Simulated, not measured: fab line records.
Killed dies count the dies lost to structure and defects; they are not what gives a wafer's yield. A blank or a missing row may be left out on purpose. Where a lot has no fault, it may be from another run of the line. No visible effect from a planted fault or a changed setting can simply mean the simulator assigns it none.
Struck lot and sound lot, side by side :: flow gf180mcu :: 14 out of 602 route steps
Sound: the wafers L519.1, L519.3, L519.4. Wafers struck: L535.1, L535.4, L535.5. The cause comes at the end.
At each step with rows: each side's tool, then ch and its chambers, then its first start. Under that, the readings that differ: sound wafers :: struck wafers :: difference of the means :: sigmas: that difference in standard deviations of wafers without a fault.
alike: readings with means less than 2 such deviations apart, plus words and numbers identical on both sides. not compared: withheld readings, readings lacking a value on some wafer, bounds such as >300 that could conceal the same value, and numbers that have no deviation in the record and whose values overlap.
The two part at a step that has a row with sigmas, a row that says differs or no value, or rows on one side only. Non-overlapping numbers with no deviation appear without sigmas and do not part them. Lack of a reading on every wafer of one side parts them only where that side has two or more wafers.

first, 1 step without rows for these wafers: GF_V5_CVD_00 (deposits SiO2, target thk 300 nm, time 50 s).
GF_V5_THK_MEAS_01:
  struck on film metro-01, day 31 11:30; sound on film metro-01, day 27 01:59
  alike: V5_CVD_00_THK
GF_V5_CVD_02: deposits SiO2 from TEOS, target thk 1450 nm, time 163.28 s.
  sound on pecvd-03 ch 0,2, day 27 02:03; struck on pecvd-03 ch 0, day 31 11:34
  alike: heater power w
GF_V5_THK_MEAS_03:
  struck on film metro-02, day 31 11:44; sound on film metro-01, day 27 02:10
  alike: V5_CVD_02_THK
GF_V5_CMP_04: polishes SiO2.
  sound on cmp-02 ch 1,2,3, day 27 02:13; struck on cmp-01 ch 0,1,3, day 31 11:53
  alike: motor current A
GF_V5_BOW_MEAS_05:
  struck on film metro-02, day 31 12:05; sound on film metro-04, day 27 02:31
  alike: V5_BOW
then, 6 steps without rows for these wafers: GF_V5_DEHYDRATE_06 (time 60 s); GF_V5_HMDS_07 (prime time 60 s); GF_V5_COAT_08; GF_V5_COAT_09 (resist thk 1000 nm); GF_V5_SOFTBAKE_10 (time 60 s); GF_V5_EXPOSE_11 (exposes mask Via5, target cd 260 nm).
GF_V5_PEB_12: peb time 90 s.
  struck on litho track-04, day 32 05:01; sound on litho track-04 ch 0, day 27 22:34
  no value came back on the struck wafers for chill plate temp C (C), exhaust pa (Pa); on the sound wafers chill plate temp C (C) reads 23.10 23.08 23.13
then, 1 step without rows for these wafers: GF_V5_DEVELOP_13 (develop time 60 s).

WHERE THEY PART
Within this record, at GF_V5_PEB_12 only.

WHY: whatever the simulator had introduced
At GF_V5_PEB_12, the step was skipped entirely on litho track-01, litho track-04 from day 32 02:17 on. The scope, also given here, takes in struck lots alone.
